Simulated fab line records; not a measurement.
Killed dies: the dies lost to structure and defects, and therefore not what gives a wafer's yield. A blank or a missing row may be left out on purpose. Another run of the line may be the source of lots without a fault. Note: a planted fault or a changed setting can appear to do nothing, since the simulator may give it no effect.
fab line records | flow sky130
record lots=5 wafers=15 lastDay=49
route steps=708 shown LI_CONTACT@362 LOCAL_INTERCONNECT@387
lots untouched by any fault: they come from a run of this same line in which no faults occurred
startH: hours from the record's opening day to when the first of the lot's shown wafers began | waitH: hours elapsed since this lot's preceding step | " identical to the entry in the row above | L1.1+2: one row covering several wafers at once | - no value, or no start was given | * or withheld: withheld | < > ~ a bound
route shown NAME@n: a module of which the file shows steps, and the number in the route of the first | usual: average and standard deviation across the fault-free wafers | same: alike in all rows | chamber/n: place in a boat | sites: the reading at each site | _std_site: the values' standard deviation | _edge_site: the outer-site mean with the inner-site mean subtracted | radiusMm: for every site, how far away it sits from the centre of the wafer | mask NAME#n: copy n | behind: the last tool/chamber to shape the wafer | hold: cause of the lot's hold/its duration in hours/its outcome | device: the n, p or np transistor that did not switch | end of line: at the end of the route, the tests of the same wafers | a step given without rows: its recipe and nothing more | killed: count of dies lost to structure and defects at first sort (not the wafer's yield) | map: dies across one wafer; x = killed, . = not, _ = none there
set.NAME: the run value of the setting; set.NAME@STEP: its run value at that earlier step | model.NAME: the simulator's own value behind a step, which no gauge read
a table for each step, a row for each wafer; lots at some steps of the route
services: from which hour (startH, from the record's first day; less than 0 if before it) a tool's chamber was out of use, for how many hours, and why
## steps
# step SKY_LI_CONTACT_HDPCVD_00
# recipe material=PSG targetThkNm=930 sigmaOpenFrac=0.3 timeS=155 tempC=600 sih4FlowSccm=60 pressureMtorr=6
# columns lot.wafer tool chamber startH waitH
L078.3+4+6 hdpcvd-02 2,1,1 674.66 0.1
L083.1+3+5 hdpcvd-01 0,2,2 715.79 0.0
L087.1+2+4 hdpcvd-01 1,2,1 746.87 0.0
L089.3+4+5 hdpcvd-01 2,2,1 764.66 0.0
L090.2+4+6 hdpcvd-01 2,1,0 791.39 0.0
# step SKY_LI_CONTACT_THK_MEAS_01
# recipe reads=PSG_of_LI_CONTACT_HDPCVD_00
# usual LI_CONTACT_HDPCVD_THK=927/9.9
# columns lot.wafer tool chamber startH waitH LI_CONTACT_HDPCVD_THK[nm]
L078.3 filmMetro-03 - 674.78 0.1 921
L078.4 " - " " 922
L078.6 " - " " 917
L083.1 filmMetro-04 - 715.89 0.1 918
L083.3 " - " " 909
L083.5 " - " " 933
L087.1 filmMetro-04 - 746.97 0.1 906
L087.2 " - " " 911
L087.4 " - " " 911
L089.3 filmMetro-03 - 764.78 0.1 914
L089.4 " - " " 925
L089.5 " - " " 914
L090.2 filmMetro-01 - 791.51 0.1 940
L090.4 " - " " 937
L090.6 " - " " 939
# step SKY_LI_CONTACT_CMP_02
# recipe material=PSG downForcePsi=4 platenRpm=60 padVelocityMS=0.94248
# usual motorCurrentA=11.8/1.1 slurryFilterDpKPa=13.50/0.13 timeToEndpointS=33.6/2.8
# columns lot.wafer tool chamber startH waitH motorCurrentA slurryFilterDpKPa timeToEndpointS
L078.4 cmp-01 0 674.87 0.1 11.6 13.60 34.6
L078.3 " 1 " " 10.5 13.58 34.7
L078.6 " 0 " " 11.7 13.55 32.6
L083.3 cmp-02 0 716.18 0.3 11.1 13.42 26.8
L083.1 " 2 " " 12.8 13.36 30.7
L083.5 " 0 " " 11.8 13.52 30.7
L087.4 cmp-01 0 747.03 0.0 12.1 13.61 31.6
L087.2 " 1 " " 10.8 13.39 34.9
L087.1 " 2 " " 14.0 13.33 33.9
L089.3 cmp-01 0 764.82 0.0 11.0 13.62 30.5
L089.4 " 1 " " 10.4 13.48 33.9
L089.5 " 1 " " 10.6 13.61 32.0
L090.2 cmp-02 1 791.61 0.1 10.9 13.38 36.4
L090.4 " 2 " " 11.6 13.68 34.1
L090.6 " 1 " " 11.2 13.50 38.2
# step SKY_LI_CONTACT_BOW_MEAS_03
# recipe mode=bow
# usual LI_CONTACT_BOW=55/7.6
# columns lot.wafer tool chamber startH waitH LI_CONTACT_BOW[um]
L078.3 filmMetro-03 - 675.16 0.2 53
L078.4 " - " " 63
L078.6 " - " " 49
L083.1 filmMetro-03 - 716.43 0.1 50
L083.3 " - " " 61
L083.5 " - " " 48
L087.1 filmMetro-01 - 747.33 0.1 62
L087.2 " - " " 61
L087.4 " - " " 44
L089.3 filmMetro-01 - 765.16 0.3 53
L089.4 " - " " 66
L089.5 " - " " 67
L090.2 filmMetro-01 - 791.88 0.2 52
L090.4 " - " " 67
L090.6 " - " " 54
# step SKY_LI_CONTACT_DEHYDRATE_04
# recipe tempC=200 timeS=60
# usual heaterPowerTotalW=160.40/0.13
# columns lot.wafer tool chamber startH waitH heaterPowerTotalW
L078.3 lithoTrack-02 0 688.61 13.4 160.52
L078.4 " 0 " " 160.27
L078.6 " 0 " " 160.48
L083.1 lithoTrack-01 0 730.17 13.7 160.16
L083.3 " 0 " " 160.25
L083.5 " 0 " " 160.62
L087.1 lithoTrack-02 0 760.42 13.1 160.41
L087.2 " 0 " " 160.17
L087.4 " 0 " " 160.61
L089.3 lithoTrack-02 0 777.52 12.3 160.33
L089.4 " 0 " " 160.18
L089.5 " 0 " " 160.38
L090.2 lithoTrack-02 0 803.94 12.0 160.58
L090.4 " 0 " " 160.46
L090.6 " 0 " " 160.30
# step SKY_LI_CONTACT_HMDS_05
# recipe primeTimeS=60 primeTempC=120
# columns lot.wafer tool chamber startH waitH
L078.3+4+6 lithoTrack-02 0 688.76 0.1
L083.1+3+5 lithoTrack-01 0 730.32 0.1
L087.1+2+4 lithoTrack-02 0 760.57 0.1
L089.3+4+5 lithoTrack-02 0 777.67 0.1
L090.2+4+6 lithoTrack-02 0 804.09 0.1
# step SKY_LI_CONTACT_COAT_06
# recipe resist=BARC tempC=withheld timeS=withheld spinRpm=3000 resistThkNm=60
# columns lot.wafer tool chamber startH waitH
L078.3+4+6 lithoTrack-02 0 688.91 0.1
L083.1+3+5 lithoTrack-01 0 730.47 0.1
L087.1+2+4 lithoTrack-02 0 760.72 0.1
L089.3+4+5 lithoTrack-02 0 777.82 0.1
L090.2+4+6 lithoTrack-02 0 804.24 0.1
# step SKY_LI_CONTACT_COAT_07
# recipe resist=KrF-thick spinRpm=3000 resistThkNm=450
# columns lot.wafer tool chamber startH waitH
L078.3+4+6 lithoTrack-02 0 - -
L083.1+3+5 lithoTrack-01 0 - -
L087.1+2+4 lithoTrack-02 0 - -
L089.3+4+5 lithoTrack-02 0 - -
L090.2+4+6 lithoTrack-02 0 - -
# step SKY_LI_CONTACT_SOFTBAKE_08
# recipe tempC=100 timeS=90 resist=KrF-thick
# usual heaterPowerTotalW=57.36/0.11
# columns lot.wafer tool chamber startH waitH heaterPowerTotalW
L078.3 lithoTrack-02 0 - - 57.49
L078.4 " 0 " " 57.26
L078.6 " 0 " " 57.26
L083.1 lithoTrack-01 0 - - 57.58
L083.3 " 0 " " 57.11
L083.5 " 0 " " 57.46
L087.1 lithoTrack-02 0 - - 57.57
L087.2 " 0 " " 57.29
L087.4 " 0 " " 57.42
L089.3 lithoTrack-02 0 - - 57.51
L089.4 " 0 " " 57.46
L089.5 " 0 " " 57.36
L090.2 lithoTrack-02 0 - - 57.45
L090.4 " 0 " " 57.25
L090.6 " 0 " " 57.41
# step SKY_LI_CONTACT_EXPOSE_09
# recipe maskId=LICM1 na=0.8 sourceShape=annular sigmaInner=0.55 sigmaOuter=0.85 targetCdNm=170 doseMj=38
# columns lot.wafer tool chamber startH waitH mask
L078.3+4+6 krfScanner-01 0 - - LICM1#0
L083.1+3+5 krfScanner-01 0 - - LICM1#0
L087.1+2+4 krfScanner-01 0 - - LICM1#0
L089.3+4+5 krfScanner-01 0 - - LICM1#0
L090.2+4+6 krfScanner-02 0 - - LICM1#0
# step SKY_LI_CONTACT_PEB_10
# recipe pebTempC=withheld pebTimeS=withheld resist=KrF-thick
# columns lot.wafer tool chamber startH waitH
L078.3+4+6 lithoTrack-02 0 - -
L083.1+3+5 lithoTrack-04 0 - -
L087.1+2+4 lithoTrack-01 0 - -
L089.3+4+5 lithoTrack-01 0 - -
L090.2+4+6 lithoTrack-02 0 - -
# step SKY_LI_CONTACT_DEVELOP_11
# recipe developTimeS=60 resist=KrF-thick devTempC=21
# usual developerTempC=21.00/0.11
# columns lot.wafer tool chamber startH waitH developerTempC
L078.3 lithoTrack-02 0 - - 20.82
L078.4 " 0 " " 20.88
L078.6 " 0 " " 21.00
L083.1 lithoTrack-04 0 - - 21.03
L083.3 " 0 " " 21.17
L083.5 " 0 " " 21.00
L087.1 lithoTrack-01 0 - - 20.88
L087.2 " 0 " " 20.93
L087.4 " 0 " " 20.96
L089.3 lithoTrack-01 0 - - 21.22
L089.4 " 0 " " 21.11
L089.5 " 0 " " 21.18
L090.2 lithoTrack-02 0 - - 21.11
L090.4 " 0 " " 21.16
L090.6 " 0 " " 20.89
# step SKY_LI_CONTACT_CD_MEAS_12
# recipe targetCdNm=170
# usual cdNm=169.8/1.4
# columns lot.wafer tool chamber startH waitH cdNm
L078.3 cdSem-02 - 703.76 - 167.6
L078.4 " - " " 167.7
L078.6 " - " " 169.4
L083.1 cdSem-02 - 743.90 - 172.2
L083.3 " - " " 171.1
L083.5 " - " " 172.1
L087.1 cdSem-02 - 773.92 - 168.1
L087.2 " - " " 165.9
L087.4 " - " " 167.4
L089.3 cdSem-02 - 791.76 - 170.6
L089.4 " - " " 169.8
L089.5 " - " " 169.1
L090.2 cdSem-01 - 818.40 - 169.0
L090.4 " - " " 169.2
L090.6 " - " " 169.5
# step SKY_LI_CONTACT_OVL_MEAS_13
# usual LI_CONTACT_OVL=0/5.2
# columns lot.wafer tool chamber startH waitH LI_CONTACT_OVL[nm]
L078.3 overlay-02 - 703.85 0.1 2
L078.4 " - " " 2
L078.6 " - " " 6
L083.1 overlay-02 - 744.02 0.1 0
L083.3 " - " " 4
L083.5 " - " " 1
L087.1 overlay-01 - 774.04 0.1 1
L087.2 " - " " 3
L087.4 " - " " -1
L089.3 overlay-02 - 791.85 0.1 -3
L089.4 " - " " -2
L089.5 " - " " 2
L090.2 overlay-01 - 818.51 0.1 -3
L090.4 " - " " 6
L090.6 " - " " 2
# step SKY_LI_CONTACT_ETCH_14
# recipe chemistry=N2/H2 target=BARC ionEnergyEv=200 sourceW=500 biasW=100 pressureMtorr=30 n2FlowSccm=100 h2FlowSccm=200 stopOn=SiO2 timeS=45.9 targetDepthA=600
# usual drypumpMotorCurrentA=5.5/0.37 oesProductAu=0.857/0.0051 rfFwdPowerW=494.9/2.2 throttleValvePct=13.224/0.0091
# columns lot.wafer tool chamber startH waitH drypumpMotorCurrentA oesProductAu rfFwdPowerW rfHoursCounterH throttleValvePct
L078.3 rieDiel-01 2 703.87 0.0 5.1 0.858 495.7 5 13.238
L078.4 " 0 " " 5.2 0.854 492.4 10 13.218
L078.6 " 2 " " 5.1 0.857 494.8 - 13.239
L083.1 rieDiel-01 3 744.05 0.0 5.9 0.861 496.6 14 13.236
L083.3 " 1 " " 5.2 0.860 496.3 12 13.240
L083.5 " 2 " " 5.1 0.863 495.3 - 13.218
L087.1 rieDiel-01 2 774.07 0.0 5.1 0.861 492.1 7 13.214
L087.2 " 1 " " 5.2 0.860 496.0 13 13.216
L087.4 " 3 " " 6.0 0.864 495.2 14 13.225
L089.3 rieDiel-01 0 791.87 0.0 5.2 0.860 491.5 12 13.235
L089.4 " 1 " " 5.3 0.854 494.4 13 13.224
L089.5 " 3 " " 6.0 0.870 498.1 - 13.237
L090.2 rieDiel-01 0 818.54 0.0 5.2 0.856 490.1 13 13.214
L090.4 " 1 " " 5.2 0.860 495.5 14 13.233
L090.6 " 3 " " 6.0 0.853 496.1 - 13.229
# step SKY_LI_CONTACT_ETCH_15
# recipe target=PSG chemistry=C4F8/O2/Ar stopOn=Si taperDeg=4.15 maskMaterial=KrF-thick sourceW=1500 biasW=1200 pressureMtorr=40 c4f8FlowSccm=withheld O2_flow_sccm=6 Ar_flow_sccm=300 timeS=withheld targetDepthA=6000
# usual oesProductAu=0.838/0.0044 rfFwdPowerW=1493/4.8
# columns lot.wafer tool chamber startH waitH oesProductAu rfFwdPowerW
L078.3 rieDiel-01 2 703.91 0.0 0.837 1478
L078.4 " 0 " " 0.834 1490
L078.6 " 2 " " 0.843 1490
L083.1 rieDiel-01 3 744.10 0.0 0.846 1490
L083.3 " 1 " " 0.839 1494
L083.5 " 2 " " 0.834 1494
L087.1 rieDiel-01 2 774.12 0.0 0.842 1493
L087.2 " 1 " " 0.830 1491
L087.4 " 3 " " 0.838 1499
L089.3 rieDiel-01 0 791.92 0.0 0.838 1490
L089.4 " 1 " " 0.836 1489
L089.5 " 3 " " 0.838 1491
L090.2 rieDiel-01 0 818.58 0.0 0.840 1485
L090.4 " 1 " " 0.840 1490
L090.6 " 3 " " 0.843 1490
# step SKY_LI_CONTACT_STRIP_16
# recipe chemistry=O2/N2 powerW=1400 pressureMtorr=1500 platenTempC=withheld o2FlowSccm=3000 n2FlowSccm=300 overashFraction=0.5
# usual drypumpMotorCurrentA=5.9/0.46 oesProductAu=0.376/0.0051 stripTimeToEndpointS=3.51/0.037
# columns lot.wafer tool chamber startH waitH drypumpMotorCurrentA oesProductAu rfHoursCounterH stripTimeToEndpointS
L078.3 plasmaAsher-03 1 704.03 - 5.3 0.374 - 3.52
L078.4 " 0 " " 6.0 0.371 - 3.48
L078.6 " 1 " " 5.3 0.383 - 3.50
L083.1 plasmaAsher-01 0 744.18 - 6.7 0.377 0 3.53
L083.3 " 1 " " 5.7 0.376 - 3.46
L083.5 " 1 " " 5.7 0.381 - 3.53
L087.1 plasmaAsher-02 1 774.20 - 6.0 0.372 64 3.53
L087.2 " 0 " " 5.8 0.375 64 3.44
L087.4 " 1 " " 5.9 0.382 - 3.50
L089.3 plasmaAsher-01 0 792.03 - 6.7 0.369 - 3.50
L089.4 " 1 " " 5.6 0.369 - 3.43
L089.5 " 1 " " 5.7 0.371 - 3.49
L090.2 plasmaAsher-01 1 818.67 - 5.6 0.369 8 3.48
L090.4 " 1 " " 5.6 0.365 - 3.46
L090.6 " 1 " " 5.6 0.369 - 3.48
# step SKY_LI_CONTACT_CLEAN_17
# recipe chemistry=NMP timeS=600 tempC=60 dry=n2Spin
# usual bathHeatDutyPct=10.5/1.2 tempC=60.02/0.12
# columns lot.wafer tool chamber startH waitH bathHeatDutyPct tempC
L078.3 wetBench-01 2 704.10 0.0 10.5 60.03
L078.4 " 2 " " 9.6 59.93
L078.6 " 2 " " 8.7 60.06
L083.1 wetBench-02 3 744.28 0.1 9.7 59.93
L083.3 " 3 " " 10.3 59.89
L083.5 " 3 " " 9.8 60.01
L087.1 wetBench-04 3 774.32 0.1 10.8 60.03
L087.2 " 3 " " 7.9 60.02
L087.4 " 3 " " 10.4 59.75
L089.3 wetBench-01 0 792.10 0.0 10.5 60.12
L089.4 " 0 " " 10.7 59.87
L089.5 " 0 " " 10.3 60.28
L090.2 wetBench-04 3 818.77 0.1 10.2 59.93
L090.4 " 3 " " 10.5 60.03
L090.6 " 3 " " 9.5 59.81
# step SKY_LI_CONTACT_PRE_CLEAN_18
# recipe gas=Ar timeS=5.6 biasV=358
# columns lot.wafer tool chamber startH waitH
L078.3+4+6 pvdSputter-04 - 704.31 0.0
L083.1+3+5 pvdSputter-03 - 744.46 0.0
L087.1+2+4 pvdSputter-02 - 774.51 0.0
L089.3+4+5 pvdSputter-02 - 792.28 0.0
L090.2+4+6 pvdSputter-04 - 818.94 0.0
# step SKY_LI_CONTACT_SPUTTER_19
# recipe material=Ti targetThkNm=20 chamberPressurePa=5 powerW=2500 substrateTempC=200 timeS=106.37
# usual throttleValvePct=29.8/0.77
# columns lot.wafer tool chamber startH waitH throttleValvePct
L078.3 pvdSputter-04 - 704.33 0.0 28.9
L078.4 " - " " 30.1
L078.6 " - " " 29.6
L083.1 pvdSputter-03 - 744.48 0.0 31.3
L083.3 " - " " 29.3
L083.5 " - " " 29.3
L087.1 pvdSputter-02 - 774.53 0.0 28.9
L087.2 " - " " 29.5
L087.4 " - " " 30.2
L089.3 pvdSputter-02 - 792.30 0.0 30.6
L089.4 " - " " 30.4
L089.5 " - " " 30.3
L090.2 pvdSputter-04 - 818.96 0.0 30.9
L090.4 " - " " 29.0
L090.6 " - " " 30.5
# step SKY_LI_CONTACT_SPUTTER_20
# recipe material=TiN targetThkNm=20 chamberPressurePa=5 powerW=4000 timeS=80
# usual throttleValvePct=29.8/0.79
# columns lot.wafer tool chamber startH waitH throttleValvePct
L078.3 pvdSputter-04 - 704.40 0.0 28.9
L078.4 " - " " 30.3
L078.6 " - " " 29.5
L083.1 pvdSputter-03 - 744.55 0.0 31.1
L083.3 " - " " 29.2
L083.5 " - " " 29.4
L087.1 pvdSputter-02 - 774.60 0.0 29.0
L087.2 " - " " 29.7
L087.4 " - " " 30.1
L089.3 pvdSputter-02 - 792.37 0.0 30.5
L089.4 " - " " 30.5
L089.5 " - " " 30.1
L090.2 pvdSputter-04 - 819.04 0.0 30.6
L090.4 " - " " 28.7
L090.6 " - " " 30.8
# step SKY_LI_CONTACT_CVD_21
# recipe material=W targetThkNm=400 timeS=120.56 tempC=400 pressureTorr=40
# usual heaterPowerW=911/92
# columns lot.wafer tool chamber startH waitH heaterPowerW
L078.3 cvdW-01 0 704.51 0.1 972
L078.4 " 1 " " 961
L078.6 " 1 " " 942
L083.1 cvdW-02 1 744.61 0.0 746
L083.3 " 1 " " 757
L083.5 " 1 " " 767
L087.1 cvdW-02 1 774.67 0.0 759
L087.2 " 0 " " 898
L087.4 " 1 " " 735
L089.3 cvdW-02 0 792.47 0.1 876
L089.4 " 1 " " 745
L089.5 " 1 " " 743
L090.2 cvdW-01 1 819.10 0.0 937
L090.4 " 1 " " 945
L090.6 " 1 " " 958
# step SKY_LI_CONTACT_RS_MEAS_22
# recipe thkMeasGauge=four-point-probe reads=W_of_LI_CONTACT_CVD_21+TiN_of_LI_CONTACT_SPUTTER_20+Ti_of_LI_CONTACT_SPUTTER_19
# usual LI_CONTACT_W_RS=0.286/0.0032
# columns lot.wafer tool chamber startH waitH LI_CONTACT_W_RS[ohm/sq]
L078.3 filmMetro-01 - 704.63 0.1 0.281
L078.4 " - " " 0.284
L078.6 " - " " 0.284
L083.1 filmMetro-01 - 744.74 0.1 0.284
L083.3 " - " " 0.286
L083.5 " - " " 0.285
L087.1 filmMetro-04 - 774.79 0.1 0.286
L087.2 " - " " 0.287
L087.4 " - " " 0.285
L089.3 filmMetro-01 - 792.60 0.1 0.293
L089.4 " - " " 0.289
L089.5 " - " " 0.290
L090.2 filmMetro-01 - 819.24 0.1 0.283
L090.4 " - " " 0.282
L090.6 " - " " 0.285
# step SKY_LI_CONTACT_THK_MEAS_23
# recipe thkMeasGauge=xrf reads=W_of_LI_CONTACT_CVD_21
# usual LI_CONTACT_W_THK=410/7.9
# columns lot.wafer tool chamber startH waitH LI_CONTACT_W_THK[nm]
L078.3 filmMetro-01 - 704.73 0.1 414
L078.4 " - " " 409
L078.6 " - " " 412
L083.1 filmMetro-01 - 744.86 0.1 413
L083.3 " - " " 412
L083.5 " - " " 410
L087.1 filmMetro-04 - 774.91 0.1 420
L087.2 " - " " 417
L087.4 " - " " 423
L089.3 filmMetro-01 - 792.70 0.1 398
L089.4 " - " " 405
L089.5 " - " " 402
L090.2 filmMetro-01 - 819.35 0.1 407
L090.4 " - " " 411
L090.6 " - " " 404
# step SKY_LI_CONTACT_CMP_24
# recipe stopOn=PSG tOverpolishS=20 downForcePsi=3.5 platenRpm=60 targetThkNm=0 padVelocityMS=0.94248
# usual motorCurrentA=10.8/0.96 overpolishRunS=20.000/0.0089 slurryFilterDpKPa=13.50/0.14 timeToEndpointS=98/3.5
# columns lot.wafer tool chamber startH waitH motorCurrentA overpolishRunS slurryFilterDpKPa timeToEndpointS
L078.3 cmp-02 3 704.82 0.1 10.6 19.997 13.60 101
L078.4 " 1 " " 10.7 20.013 13.68 103
L078.6 " 3 " " 9.8 20.013 13.59 100
L083.1 cmp-01 2 745.47 0.6 13.5 19.992 13.55 97
L083.3 " 3 " " 11.3 20.001 13.50 104
L083.5 " 2 " " 13.1 20.011 13.48 95
L087.1 cmp-01 3 774.97 0.1 10.6 19.995 13.59 101
L087.2 " 1 " " 9.4 20.000 13.39 95
L087.4 " 2 " " 13.5 19.995 13.17 95
L089.4 cmp-02 2 792.79 0.1 11.5 20.009 13.44 96
L089.3 " 3 " " 10.6 20.013 13.63 94
L089.5 " 2 " " 11.6 20.002 13.11 91
L090.2 cmp-02 1 819.40 0.0 10.2 20.006 13.27 103
L090.4 " 0 " " 10.8 20.004 13.51 97
L090.6 " 1 " " 10.3 20.000 13.49 101
# step SKY_LOCAL_INTERCONNECT_SPUTTER_00
# recipe material=TiN targetThkNm=100 tempC=300 powerW=6500 timeS=83.3 chamberPressurePa=0.4
# usual throttleValvePct=30.0/1
# columns lot.wafer tool chamber startH waitH throttleValvePct
L078.3 pvdSputter-03 - 705.07 0.2 31.0
L078.4 " - " " 29.4
L078.6 " - " " 29.4
L083.1 pvdSputter-03 - 745.77 0.2 29.1
L083.3 " - " " 28.8
L083.5 " - " " 29.4
L087.1 pvdSputter-03 - 775.27 0.2 31.3
L087.2 " - " " 28.6
L087.4 " - " " 29.1
L089.3 pvdSputter-01 - 793.04 0.1 27.7
L089.4 " - " " 31.1
L089.5 " - " " 31.7
L090.2 pvdSputter-01 - 819.70 0.2 30.6
L090.4 " - " " 27.9
L090.6 " - " " 31.3
# step SKY_LOCAL_INTERCONNECT_RS_MEAS_01
# recipe thkMeasGauge=four-point-probe reads=TiN_of_LOCAL_INTERCONNECT_SPUTTER_00
# usual LOCAL_INTERCONNECT_TIN_RS=14.16/0.14
# columns lot.wafer tool chamber startH waitH LOCAL_INTERCONNECT_TIN_RS[ohm/sq]
L078.3 filmMetro-02 - 705.17 0.1 14.33
L078.4 " - " " 14.12
L078.6 " - " " 14.18
L083.1 filmMetro-04 - 745.83 0.0 14.09
L083.3 " - " " 13.93
L083.5 " - " " 14.14
L087.1 filmMetro-04 - 775.33 0.0 13.98
L087.2 " - " " 14.05
L087.4 " - " " 14.04
L089.3 filmMetro-04 - 793.14 0.1 14.23
L089.4 " - " " 14.16
L089.5 " - " " 14.27
L090.2 filmMetro-04 - 819.79 0.1 14.33
L090.4 " - " " 14.13
L090.6 " - " " 14.08
# step SKY_LOCAL_INTERCONNECT_THK_MEAS_02
# recipe thkMeasGauge=xrf reads=TiN_of_LOCAL_INTERCONNECT_SPUTTER_00
# usual LOCAL_INTERCONNECT_TIN_THK=98.5/1.1
# columns lot.wafer tool chamber startH waitH LOCAL_INTERCONNECT_TIN_THK[nm]
L078.3 filmMetro-02 - 705.27 0.1 96.9
L078.4 " - " " 98.1
L078.6 " - " " 97.3
L083.1 filmMetro-04 - 745.95 0.1 99.3
L083.3 " - " " 100.1
L083.5 " - " " 98.7
L087.1 filmMetro-04 - 775.45 0.1 100.3
L087.2 " - " " 99.7
L087.4 " - " " 99.6
L089.3 filmMetro-04 - 793.24 0.1 97.5
L089.4 " - " " 97.9
L089.5 " - " " 97.5
L090.2 filmMetro-04 - 819.90 0.1 97.8
L090.4 " - " " 99.2
L090.6 " - " " 99.5
# step SKY_LOCAL_INTERCONNECT_DEHYDRATE_03
# recipe tempC=200 timeS=60
# usual heaterPowerTotalW=160.36/0.14
# columns lot.wafer tool chamber startH waitH heaterPowerTotalW
L078.3 lithoTrack-03 0 718.44 13.2 160.29
L078.4 " 0 " " 160.55
L078.6 " 0 " " 160.58
L083.1 lithoTrack-02 0 758.17 12.2 160.39
L083.3 " 0 " " 160.43
L083.5 " 0 " " 160.17
L087.1 lithoTrack-01 0 787.87 12.4 160.56
L087.2 " 0 " " 160.37
L087.4 " 0 " " 160.44
L089.3 lithoTrack-02 0 805.57 12.3 160.39
L089.4 " 0 " " 160.30
L089.5 " 0 " " 160.64
L090.2 lithoTrack-01 0 831.59 11.7 160.54
L090.4 " 0 " " 160.23
L090.6 " 0 " " 160.45
# step SKY_LOCAL_INTERCONNECT_HMDS_04
# recipe primeTimeS=60 primeTempC=120
# columns lot.wafer tool chamber startH waitH
L078.3+4+6 lithoTrack-03 0 718.59 0.1
L083.1+3+5 lithoTrack-02 0 758.32 0.1
L087.1+2+4 lithoTrack-01 0 788.02 0.1
L089.3+4+5 lithoTrack-02 0 805.72 0.1
L090.2+4+6 lithoTrack-01 0 831.74 0.1
# step SKY_LOCAL_INTERCONNECT_COAT_05
# recipe resist=BARC tempC=withheld timeS=withheld spinRpm=3000 resistThkNm=60
# columns lot.wafer tool chamber startH waitH
L078.3+4+6 lithoTrack-03 0 718.74 0.1
L083.1+3+5 lithoTrack-02 0 758.47 0.1
L087.1+2+4 lithoTrack-01 0 788.17 0.1
L089.3+4+5 lithoTrack-02 0 805.87 0.1
L090.2+4+6 lithoTrack-01 0 831.89 0.1
# step SKY_LOCAL_INTERCONNECT_COAT_06
# recipe resist=KrF-thick spinRpm=3000 resistThkNm=450
# columns lot.wafer tool chamber startH waitH
L078.3+4+6 lithoTrack-03 0 - -
L083.1+3+5 lithoTrack-02 0 - -
L087.1+2+4 lithoTrack-01 0 - -
L089.3+4+5 lithoTrack-02 0 - -
L090.2+4+6 lithoTrack-01 0 - -
# step SKY_LOCAL_INTERCONNECT_SOFTBAKE_07
# recipe tempC=100 timeS=90 resist=KrF-thick
# usual heaterPowerTotalW=57.35/0.13
# columns lot.wafer tool chamber startH waitH heaterPowerTotalW
L078.3 lithoTrack-03 0 - - 57.38
L078.4 " 0 " " 57.38
L078.6 " 0 " " 57.22
L083.1 lithoTrack-02 0 - - 57.46
L083.3 " 0 " " 57.27
L083.5 " 0 " " 57.23
L087.1 lithoTrack-01 0 - - 57.28
L087.2 " 0 " " 57.35
L087.4 " 0 " " 57.45
L089.3 lithoTrack-02 0 - - 57.44
L089.4 " 0 " " 57.54
L089.5 " 0 " " 57.14
L090.2 lithoTrack-01 0 - - 57.52
L090.4 " 0 " " 57.45
L090.6 " 0 " " 57.12
# step SKY_LOCAL_INTERCONNECT_EXPOSE_08
# recipe maskId=LI1M na=0.8 sourceShape=annular sigmaInner=0.55 sigmaOuter=0.85 targetCdNm=170 doseMj=28
# columns lot.wafer tool chamber startH waitH mask
L078.3+4+6 krfScanner-01 0 - - LI1M#0
L083.1+3+5 krfScanner-02 0 - - LI1M#0
L087.1+2+4 krfScanner-02 0 - - LI1M#0
L089.3+4+5 krfScanner-02 0 - - LI1M#0
L090.2+4+6 krfScanner-02 0 - - LI1M#0
# step SKY_LOCAL_INTERCONNECT_PEB_09
# recipe pebTempC=withheld pebTimeS=withheld resist=KrF-thick
# columns lot.wafer tool chamber startH waitH
L078.3+4+6 lithoTrack-03 0 - -
L083.1+3+5 lithoTrack-01 0 - -
L087.1+2+4 lithoTrack-03 0 - -
L089.3+4+5 lithoTrack-03 0 - -
L090.2+4+6 lithoTrack-02 0 - -
# step SKY_LOCAL_INTERCONNECT_DEVELOP_10
# recipe developTimeS=60 resist=KrF-thick devTempC=21
# usual developerTempC=20.99/0.11
# columns lot.wafer tool chamber startH waitH developerTempC
L078.3 lithoTrack-03 0 - - 20.87
L078.4 " 0 " " 20.95
L078.6 " 0 " " 21.00
L083.1 lithoTrack-01 0 - - 21.06
L083.3 " 0 " " 21.03
L083.5 " 0 " " 21.10
L087.1 lithoTrack-03 0 - - 21.12
L087.2 " 0 " " 20.93
L087.4 " 0 " " 21.08
L089.3 lithoTrack-03 0 - - 20.77
L089.4 " 0 " " 21.00
L089.5 " 0 " " 20.88
L090.2 lithoTrack-02 0 - - 20.91
L090.4 " 0 " " 21.01
L090.6 " 0 " " 21.00
# step SKY_LOCAL_INTERCONNECT_CD_MEAS_11
# recipe targetCdNm=170
# usual cdNm=170.1/1.7
# columns lot.wafer tool chamber startH waitH cdNm
L078.3 cdSem-01 - 733.38 - 172.2
L078.4 " - " " 172.6
L078.6 " - " " 171.9
L083.1 cdSem-01 - 771.87 - 170.4
L083.3 " - " " 169.3
L083.5 " - " " 170.6
L087.1 cdSem-02 - 801.69 - 170.2
L087.2 " - " " 172.1
L087.4 " - " " 173.1
L089.3 cdSem-01 - 819.93 - 170.5
L089.4 " - " " 171.2
L089.5 " - " " 170.3
L090.2 cdSem-02 - 845.24 - 167.8
L090.4 " - " " 170.5
L090.6 " - " " 169.6
# step SKY_LOCAL_INTERCONNECT_OVL_MEAS_12
# usual LOCAL_INTERCONNECT_OVL=-3/4.6
# columns lot.wafer tool chamber startH waitH LOCAL_INTERCONNECT_OVL[nm]
L078.3 overlay-02 - 733.47 0.1 3
L078.4 " - " " 2
L078.6 " - " " 3
L083.1 overlay-01 - 771.99 0.1 -8
L083.3 " - " " -9
L083.5 " - " " -4
L087.1 overlay-02 - 801.81 0.1 -3
L087.2 " - " " -7
L087.4 " - " " -4
L089.3 overlay-02 - 820.02 0.1 6
L089.4 " - " " 0
L089.5 " - " " -1
L090.2 overlay-02 - 845.34 0.1 -1
L090.4 " - " " 1
L090.6 " - " " 1
## services
# columns tool chamber startH hours kind
cmp-01 - 650.82 3.5 repair
krfScanner-01 - 655.05 1.0 pm
krfScanner-01 - 656.05 0.8 pm
krfScanner-02 - 656.80 1.0 pm
cmp-01 - 658.87 4.3 repair
pvdSputter-02 - 667.23 0.5 repair
cmp-02 - 673.69 3.6 pm
pvdSputter-03 - 676.23 6.9 repair
rieDiel-01 1 683.75 8.1 repair
pvdSputter-02 - 686.23 5.5 repair
krfScanner-02 - 699.41 0.8 pm
cmp-01 - 700.89 0.3 repair
krfScanner-01 - 707.40 0.8 pm
pvdSputter-02 - 715.78 7.2 repair
cmp-02 - 720.96 0.3 repair
krfScanner-02 - 729.40 1.0 repair
cmp-01 - 740.41 0.6 repair
krfScanner-01 - 741.63 4.0 pm
cmp-02 - 744.00 4.0 pm
cmp-01 - 744.11 0.8 repair
rieDiel-01 2 757.74 1.7 repair
rieDiel-01 1 800.78 4.7 repair
pvdSputter-04 - 810.02 5.7 repair
pvdSputter-03 - 814.19 1.0 repair
## key
fault none
